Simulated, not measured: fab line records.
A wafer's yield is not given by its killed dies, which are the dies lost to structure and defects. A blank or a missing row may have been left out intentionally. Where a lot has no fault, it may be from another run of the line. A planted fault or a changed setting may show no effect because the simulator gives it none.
Chamber matching | flow gf180mcu | 4 sister chambers for GF_PASSIVATION_ETCH_11 on rie_diel-04
The step etches the open film in CF4/O2, stops on TiN, target depth 2040 nm, time 453.3 s. 4 wafers are shown with their chamber, then 7 later ones without.

## EACH WAFER AND ITS CHAMBER
wafer  | chamber | drypump_motor_current_A (A)
L706.1 | 1       | 5.9
L723.1 | 2       | 5.7
L725.2 | 0       | 6.5
L725.5 | 3       | 6.4

## WAFERS WITHOUT THEIR CHAMBER
wafer  | drypump_motor_current_A (A)
L725.6 | 5.8
L726.1 | 5.9
L726.2 | 6.3
L726.6 | 5.9
L729.4 | 6.5
L729.5 | 6.5
L729.6 | 5.9

## WHICH CHAMBER EACH WENT THROUGH
wafer  | from the rows above     | in truth
L725.6 | can't be placed: 2 or 1 | 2
L726.1 | 1                       | 1
L726.2 | can't be placed: 3 or 0 | 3
L726.6 | 1                       | 1
L729.4 | can't be placed: 0 or 3 | 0
L729.5 | can't be placed: 0 or 3 | 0
L729.6 | 1                       | 1
Correct placement for 3 of the 7. Not placeable from these rows: 4 (in 4, the candidates include the true chamber). Placed wrongly: 0.
How it was worked out, from the rows above alone: a wafer's distance from a chamber is the root of the sum, over the readings, of the square of ((its reading less the chamber's mean) divided by the reading's scatter). The wafer belongs to the nearest chamber; if the next one is less than 2 further off, it can't be placed. The mean given for a chamber averages the wafers shown for that chamber. The scatter: root of mean squared gap, hidden wafer to nearest shown wafer, with one shown wafer a chamber.
